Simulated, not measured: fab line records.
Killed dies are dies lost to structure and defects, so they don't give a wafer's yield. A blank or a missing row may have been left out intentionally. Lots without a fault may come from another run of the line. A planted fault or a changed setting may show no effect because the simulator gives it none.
A struck lot beside a sound one -- flow gf180mcu -- 14 out of 602 route steps
Sound: these wafers, L394.1, L394.2, L394.3. Struck: wafers L386.2, L386.5, L386.6. The cause is given at the end.
Order at every step that has rows: each side's tool, ch and its chambers, its first start. Under that, the readings that differ: sound wafers -- struck wafers -- difference of the means -- sigmas: that difference in standard deviations of wafers without a fault.
alike: a reading whose means differ by less than 2 such deviations, as well as words and numbers matching on both sides. not compared: withheld readings; readings where some wafer has no value; bounds like >300 that might hide an equal value; numbers whose values overlap and for which the record gives no deviation.
The two part at a step that has a row with sigmas, a row that says differs or no value, or rows on one side only. Numbers that don't overlap but have no deviation are shown without sigmas and don't part them. Lack of a reading on every wafer of one side parts them only where that side has two or more wafers.

GF_POLY_GATE_OVL_MEAS_11:
  struck on overlay-01, day 12 02:15; sound on overlay-02, day 14 08:38
  alike: POLY_GATE_OVL
GF_POLY_GATE_ETCH_12: etches BARC in N2/H2.
  sound on rie_diel-03 ch 1,2,3, day 14 08:41; struck on rie_diel-04 ch 0,1, day 12 02:17
  alike: drypump_motor_current_A, oes_product_au, throttle_valve_pct
GF_POLY_GATE_ETCH_13: etches poly-Si in HBr/Cl2, stops on SiO2, target depth 198.5 nm, time 69.6 s.
  sound on rie_si-02 ch 1,2,3, day 14 08:44; struck on rie_si-02 ch 2,3, day 12 02:20
  alike: drypump_motor_current_A, oes_product_au, throttle_valve_pct
  not compared: rf_hours_counter_h
GF_POLY_GATE_STRIP_14: strips in O2/N2.
  sound on plasma_asher-01 ch 0,1, day 14 08:47; struck on plasma_asher-03 ch 0,1, day 12 02:23
  alike: drypump_motor_current_A, heater_power_w, oes_product_au
  not compared: rf_hours_counter_h
then, 2 steps without rows for these wafers: GF_POLY_GATE_CLEAN_15 (cleans in SC1/SC2, time 150 s); GF_POLY_GATE_OXIDATION_16 (stabilise 600 s, purge 300 s, target thk 4 nm).
GF_POLY_GATE_THK_MEAS_17:
  struck on film_metro-04, day 12 07:55; sound on film_metro-04, day 14 10:46
  alike: POLY_GATE_OXIDATION_THK
GF_POLY_GATE_CD_MEAS_18:
  struck on cd_sem-01, day 12 08:00; sound on cd_sem-01, day 14 10:49
  alike: cd_nm
then, 4 steps without rows for these wafers: GF_HV_LDD_DEHYDRATE_00 (time 60 s); GF_HV_LDD_HMDS_01 (prime time 60 s); GF_HV_LDD_COAT_02 (resist thk 1000 nm); GF_HV_LDD_SOFTBAKE_03 (time 60 s).
GF_HV_LDD_EXPOSE_04: exposes mask Nplus LV AREA, target cd 400 nm.
  struck on iline_stepper-02, day 12 17:41; sound on iline_stepper-01 ch 0, day 14 21:07
  no value came back on the struck wafers for exposure_dose_mJ_cm2, focus_offset_nm (nm); on the sound wafers exposure_dose_mJ_cm2 reads 139.88 139.97 140.09
  alike: mask
following that, these wafers have no rows for 1 step: GF_HV_LDD_PEB_05.

== WHERE THEY PART ==
GF_HV_LDD_EXPOSE_04 only, going by this record.

WHY: what the simulator had put in
Beginning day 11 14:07, the whole step at GF_HV_LDD_EXPOSE_04 was skipped on iline_stepper-02. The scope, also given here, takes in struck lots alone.
